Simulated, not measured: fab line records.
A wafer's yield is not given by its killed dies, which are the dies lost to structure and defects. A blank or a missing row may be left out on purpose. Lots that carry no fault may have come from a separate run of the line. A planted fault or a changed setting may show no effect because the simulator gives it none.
Matching of chambers ; flow sky130 ; hdpcvd-02 running SKY_FIELD_ISO_CVD_24: 3 sister chambers
The step deposits SiO2, target thk 595 nm, time 99.2 s. 16 wafers are shown with their chamber, then 8 later ones without.

WAFERS PAIRED WITH THEIR CHAMBERS
wafer;chamber;sih4-flow-sccm (sccm)
L392.3;0;60.10
L392.4;1;59.48
L392.6;0;60.13
L396.2;0;59.90
L396.4;1;60.04
L396.6;2;60.09
L404.1;2;59.74
L404.4;2;59.93
L404.5;0;60.06
L405.3;1;59.84
L405.5;1;60.02
L405.6;0;60.03
L406.1;1;59.88
L406.2;0;59.97
L406.4;2;59.94
L409.1;2;59.67

SIGNATURES, as means of the wafers listed above
reading;chamber 0;chamber 1;chamber 2;scatter within a chamber
sih4-flow-sccm;60.0317;59.8520;59.8740;0.165
Rule: for a wafer and a chamber, the distance is found by dividing, reading by reading, the gap between the wafer's reading and the chamber's mean by the reading's scatter, squaring, summing and taking the root. The wafer belongs to the nearest chamber; if the next one is less than 2 further off, it can't be placed. The scatter: the root of (the sum of the squares of (reading less its chamber's mean) over the shown wafers, divided by (wafers less chambers)).

WAFERS WHOSE CHAMBER IS MISSING
wafer;sih4-flow-sccm (sccm)
L409.4;59.98
L409.6;60.19
L412.2;59.92
L412.3;59.82
L412.6;59.97
L413.1;59.96
L413.2;59.92
L413.3;60.07

WHICH CHAMBER EACH ONE RAN IN
wafer;from the rows above;in truth
L409.4;can't be placed: 0 or 2 or 1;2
L409.6;can't be placed: 0 or 2 or 1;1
L412.2;can't be placed: 2 or 1 or 0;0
L412.3;can't be placed: 1 or 2 or 0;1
L412.6;can't be placed: 0 or 2 or 1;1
L413.1;can't be placed: 0 or 2 or 1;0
L413.2;can't be placed: 2 or 1 or 0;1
L413.3;can't be placed: 0 or 2 or 1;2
Placed correctly: 0 of 8. These rows do not allow placing 8 (true chamber among the candidates in 8). Number placed wrongly: 0.
